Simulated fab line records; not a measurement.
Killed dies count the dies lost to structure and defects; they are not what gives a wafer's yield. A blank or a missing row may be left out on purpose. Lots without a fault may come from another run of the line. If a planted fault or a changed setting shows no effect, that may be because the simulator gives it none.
What tool caused it? / flow sky130 / 6 lots, 18 wafers sampled, at 1 step of a route of 708

== WHAT THE GAUGES SHOWED, per wafer ==
SKY_LOCAL_INTERCONNECT_THK_MEAS_02: measures by xrf.
lot=L508; measured=day 29 01:53; on=film-metro-03; LOCAL_INTERCONNECT_TIN_THK (nm)=97.5 98.2 99.5
lot=L510; measured=day 29 20:56; on=film-metro-02; LOCAL_INTERCONNECT_TIN_THK (nm)=99.5 99.7 99.1
lot=L513; measured=day 31 00:08; on=film-metro-02; LOCAL_INTERCONNECT_TIN_THK (nm)=100.5 101.6 98.3
lot=L518; measured=day 32 21:04; on=film-metro-02; LOCAL_INTERCONNECT_TIN_THK (nm)=99.8 99.4 98.2
lot=L516; measured=day 33 05:26; on=film-metro-04; LOCAL_INTERCONNECT_TIN_THK (nm)=100.4 100.1 99.0
lot=L525; measured=day 35 11:08; on=film-metro-03; LOCAL_INTERCONNECT_TIN_THK (nm)=98.6 98.1 98.4

== TOOL THAT RAN EACH LOT (tool first, then ch and the chambers of the sampled wafers, then the start) ==
No process step before these readings appears in the record.

== THE ANSWER, worked out from the rows above alone ==
Rule: usual is defined by the lots themselves. Put in order of their means at a reading, lots are off if they are a third of the lots or fewer, leave a main group of 4 or more, and stand apart from it by a gap of 3 or more times the standard deviation of the main group's means; of several such gaps the widest counts. If all means in a main group match to the digits the tables above print for the reading, that group is not used. A lot without any number at a reading at which 4 lots or more have one is off too. Any other lot the step has rows for is counted as sound.
No lot is off at any reading shown: from this, nothing can be told.

== WHAT THE SIMULATOR HAD PUT IN ==
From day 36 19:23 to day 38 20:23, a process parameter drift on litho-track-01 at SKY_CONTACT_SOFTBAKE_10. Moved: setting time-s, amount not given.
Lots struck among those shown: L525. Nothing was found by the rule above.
